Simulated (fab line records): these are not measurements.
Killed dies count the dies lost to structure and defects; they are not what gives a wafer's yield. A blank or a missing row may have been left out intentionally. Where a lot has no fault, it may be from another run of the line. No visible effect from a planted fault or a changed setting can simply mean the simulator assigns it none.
Matching of chambers + flow gf180mcu + GF_V2_CMP_26 on cmp-02: 4 sister chambers
The step polishes, stops on SiO2, t overpolish 15 s, target thk 0 nm. 4 wafers are shown with their chamber, then 11 later ones without.

EACH WAFER AND ITS CHAMBER
| wafer  | chamber | motorCurrentA (A) |
|--------|---------|-------------------|
| L086.4 | 0       | 10.7              |
| L091.3 | 2       | 11.4              |
| L091.6 | 3       | 10.0              |
| L093.2 | 1       | 12.4              |

WAFERS MISSING THEIR CHAMBER
| wafer  | motorCurrentA (A) |
|--------|-------------------|
| L093.3 | 10.0              |
| L093.4 | 10.9              |
| L094.2 | 10.7              |
| L094.5 | 12.9              |
| L094.6 | 11.1              |
| L095.1 | 11.0              |
| L095.3 | 10.8              |
| L095.5 | 10.4              |
| L096.1 | 13.2              |
| L096.2 | 10.8              |
| L096.6 | 12.8              |

EACH ONE'S CHAMBER
| wafer  | from the rows above          | in truth |
|--------|------------------------------|----------|
| L093.3 | can't be placed: 3 or 0      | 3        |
| L093.4 | can't be placed: 0 or 2 or 3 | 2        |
| L094.2 | can't be placed: 0 or 3 or 2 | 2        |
| L094.5 | 1                            | 1        |
| L094.6 | can't be placed: 2 or 0      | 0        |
| L095.1 | can't be placed: 0 or 2 or 3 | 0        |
| L095.3 | can't be placed: 0 or 2 or 3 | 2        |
| L095.5 | can't be placed: 0 or 3 or 2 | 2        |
| L096.1 | 1                            | 1        |
| L096.2 | can't be placed: 0 or 2 or 3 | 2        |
| L096.6 | 1                            | 1        |
Placed correctly: 3 of 11. Cannot be placed on the basis of these rows: 8; the candidates contain the true chamber in 8. Wrongly placed: 0.
How it was worked out, from the rows above alone: a wafer's distance from a chamber is the root of the sum, over the readings, of the square of ((its reading less the chamber's mean) divided by the reading's scatter). If the next closest chamber is less than 2 further off than the closest, the wafer can't be placed; otherwise it belongs to the closest. For every chamber, the mean is computed from those of its wafers that are shown. The scatter: with one shown wafer a chamber, the root of the mean of the squares of how far each hidden wafer lies from its nearest shown one.
